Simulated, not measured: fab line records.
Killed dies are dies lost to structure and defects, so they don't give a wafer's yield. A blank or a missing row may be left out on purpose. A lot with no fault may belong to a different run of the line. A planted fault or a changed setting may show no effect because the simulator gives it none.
Check of tool commonality :: flow gf180mcu :: Lots sampled 11, wafers sampled 33

## REASON IT WAS OPENED
GF_V1_THK_MEAS_03, reading V1_CVD_02_THK: flagged on 2 of 11 lots. Wafers without a fault read 847 nm, standard deviation 11.
Rule: a lot is flagged when every wafer of it that has a number lies more than 4 standard deviations from that mean, or none has a number. The rest of the lots are taken to be sound.

lot: L869
measured: day 17 00:59
on: film metro-03
V1_CVD_02_THK (nm), wafer by wafer: 842 857 857
flag: 

lot: L870
measured: day 17 22:10
on: film metro-03
V1_CVD_02_THK (nm), wafer by wafer: 840 858 829
flag: 

lot: L873
measured: day 19 02:37
on: film metro-03
V1_CVD_02_THK (nm), wafer by wafer: 857 855 873
flag: 

lot: L877
measured: day 20 02:53
on: film metro-03
V1_CVD_02_THK (nm), wafer by wafer: 775 753 757
flag: FLAGGED

lot: L879
measured: day 20 23:44
on: film metro-03
V1_CVD_02_THK (nm), wafer by wafer: 737 763 772
flag: FLAGGED

lot: L884
measured: day 22 16:26
on: film metro-02
V1_CVD_02_THK (nm), wafer by wafer: 845 842 861
flag: 

lot: L887
measured: day 23 15:38
on: film metro-02
V1_CVD_02_THK (nm), wafer by wafer: 834 862 847
flag: 

lot: L888
measured: day 24 00:38
on: film metro-03
V1_CVD_02_THK (nm), wafer by wafer: 845 841 870
flag: 

lot: L889
measured: day 24 16:06
on: film metro-03
V1_CVD_02_THK (nm), wafer by wafer: 835 842 842
flag: 

lot: L890
measured: day 24 17:57
on: film metro-02
V1_CVD_02_THK (nm), wafer by wafer: 846 870 856
flag: 

lot: L892
measured: day 25 07:01
on: film metro-03
V1_CVD_02_THK (nm), wafer by wafer: 849 861 870
flag: 
The numbers of the flagged lots are 760 nm on average: -88 nm against the usual, or -8 standard deviations.

## TOOL THAT RAN EACH LOT
3 process steps preceding the reading are held in the record, out of 602 steps in the route. Cell contents, in order: the tool; ch with the chambers the sampled wafers went through; the start.
lot: L869
flag: 
GF_M1_SPUTTER_02: pvd sputter-04, day 16 01:43
GF_M1_METAL_ETCH_16: rie metal-03 ch 0,1, day 17 00:07
GF_V1_CVD_02: pecvd-04 ch 0,1, day 17 00:55

lot: L870
flag: 
GF_M1_SPUTTER_02: pvd sputter-04, day 16 21:41
GF_M1_METAL_ETCH_16: rie metal-03 ch 0,1, day 17 21:19
GF_V1_CVD_02: pecvd-01 ch 0,1,2, day 17 22:05

lot: L873
flag: 
GF_M1_SPUTTER_02: pvd sputter-04, day 18 01:21
GF_M1_METAL_ETCH_16: rie metal-03 ch 0,1, day 19 01:46
GF_V1_CVD_02: pecvd-02 ch 1,2, day 19 02:32

lot: L877
flag: FLAGGED
GF_M1_SPUTTER_02: pvd sputter-04, day 19 01:18
GF_M1_METAL_ETCH_16: rie metal-03 ch 0,1, day 20 02:01
GF_V1_CVD_02: pecvd-02 ch 0,1,2, day 20 02:47

lot: L879
flag: FLAGGED
GF_M1_SPUTTER_02: pvd sputter-04, day 19 22:16
GF_M1_METAL_ETCH_16: rie metal-03 ch 0, day 20 22:50
GF_V1_CVD_02: pecvd-02 ch 0,2, day 20 23:39

lot: L884
flag: 
GF_M1_SPUTTER_02: pvd sputter-04, day 21 15:59
GF_M1_METAL_ETCH_16: rie metal-03 ch 0,1, day 22 15:31
GF_V1_CVD_02: pecvd-01 ch 0,1, day 22 16:22

lot: L887
flag: 
GF_M1_SPUTTER_02: pvd sputter-02, day 22 15:27
GF_M1_METAL_ETCH_16: rie metal-03 ch 0,1, day 23 14:46
GF_V1_CVD_02: pecvd-04 ch 0,1,2, day 23 15:34

lot: L888
flag: 
GF_M1_SPUTTER_02: pvd sputter-01, day 23 00:47
GF_M1_METAL_ETCH_16: rie metal-01 ch 0,1, day 23 23:46
GF_V1_CVD_02: pecvd-02 ch 1,2, day 24 00:33

lot: L889
flag: 
GF_M1_SPUTTER_02: pvd sputter-04, day 23 16:59
GF_M1_METAL_ETCH_16: rie metal-03 ch 0,1, day 24 15:15
GF_V1_CVD_02: pecvd-04 ch 0,2, day 24 16:02

lot: L890
flag: 
GF_M1_SPUTTER_02: pvd sputter-01, day 23 18:05
GF_M1_METAL_ETCH_16: rie metal-01 ch 0, day 24 17:07
GF_V1_CVD_02: pecvd-02 ch 0,1,2, day 24 17:53

lot: L892
flag: 
GF_M1_SPUTTER_02: pvd sputter-04, day 24 08:21
GF_M1_METAL_ETCH_16: rie metal-03 ch 0,1, day 25 06:09
GF_V1_CVD_02: pecvd-01 ch 0,1,2, day 25 06:56
What these steps do:
- GF_M1_SPUTTER_02: material AlCu, target thk 450 nm, time 23.9 s.
- GF_M1_METAL_ETCH_16: etches the open film in Cl2/BCl3, stops on SiO2, target depth 627.5 nm, time 104.6 s.
- GF_V1_CVD_02: deposits SiO2 from TEOS, target thk 850 nm, time 94.851 s.
- GF_V1_THK_MEAS_03

## FLAGGED AGAINST TOTAL, ONE TOOL AT A TIME (gauges that did the reading follow at the end)
step: GF_M1_SPUTTER_02
tool: pvd sputter-01
lots run: 2
flagged: 0
share of the flagged lots: none
sound lots run after its first flagged lot: -

step: GF_M1_SPUTTER_02
tool: pvd sputter-02
lots run: 1
flagged: 0
share of the flagged lots: none
sound lots run after its first flagged lot: -

step: GF_M1_SPUTTER_02
tool: pvd sputter-04
lots run: 8
flagged: 2
share of the flagged lots: all
sound lots run after its first flagged lot: 3 (L884,L889,L892)

step: GF_M1_METAL_ETCH_16
tool: rie metal-01
lots run: 2
flagged: 0
share of the flagged lots: none
sound lots run after its first flagged lot: -

step: GF_M1_METAL_ETCH_16
tool: rie metal-03
lots run: 9
flagged: 2
share of the flagged lots: all
sound lots run after its first flagged lot: 4 (L884,L887,L889,L892)

step: GF_V1_CVD_02
tool: pecvd-01
lots run: 3
flagged: 0
share of the flagged lots: none
sound lots run after its first flagged lot: -

step: GF_V1_CVD_02
tool: pecvd-02
lots run: 5
flagged: 2
share of the flagged lots: all
sound lots run after its first flagged lot: 2 (L888,L890)

step: GF_V1_CVD_02
tool: pecvd-04
lots run: 3
flagged: 0
share of the flagged lots: none
sound lots run after its first flagged lot: -

step: GF_V1_THK_MEAS_03
tool: film metro-02
lots run: 3
flagged: 0
share of the flagged lots: none
sound lots run after its first flagged lot: -

step: GF_V1_THK_MEAS_03
tool: film metro-03
lots run: 8
flagged: 2
share of the flagged lots: all
sound lots run after its first flagged lot: 3 (L888,L889,L892)

## WHAT THE TABLE PERMITS
4 rows of the table ran every flagged lot: pvd sputter-04 at GF_M1_SPUTTER_02, rie metal-03 at GF_M1_METAL_ETCH_16, pecvd-02 at GF_V1_CVD_02, film metro-03 at GF_V1_THK_MEAS_03.
- pvd sputter-04 at GF_M1_SPUTTER_02 ran 8 lots, 2 of them flagged. Sound lots ran on it after the first flagged one (L884, L889, L892), which a lasting fault on the whole tool wouldn't allow.
- rie metal-03 at GF_M1_METAL_ETCH_16 ran 9 lots, 2 of them flagged. Sound lots ran on it after the first flagged one (L884, L887, L889, L892), which a lasting fault on the whole tool wouldn't allow.
- pecvd-02 at GF_V1_CVD_02 ran 5 lots, 2 of them flagged. Sound lots ran on it after the first flagged one (L888, L890), which a lasting fault on the whole tool wouldn't allow.
- film metro-03 at GF_V1_THK_MEAS_03 ran 8 lots, 2 of them flagged. Sound lots ran on it after the first flagged one (L888, L889, L892), which a lasting fault on the whole tool wouldn't allow.
No row of the table ran every flagged lot and no sound lot after the first.

## WHAT THE SIMULATOR PUT IN
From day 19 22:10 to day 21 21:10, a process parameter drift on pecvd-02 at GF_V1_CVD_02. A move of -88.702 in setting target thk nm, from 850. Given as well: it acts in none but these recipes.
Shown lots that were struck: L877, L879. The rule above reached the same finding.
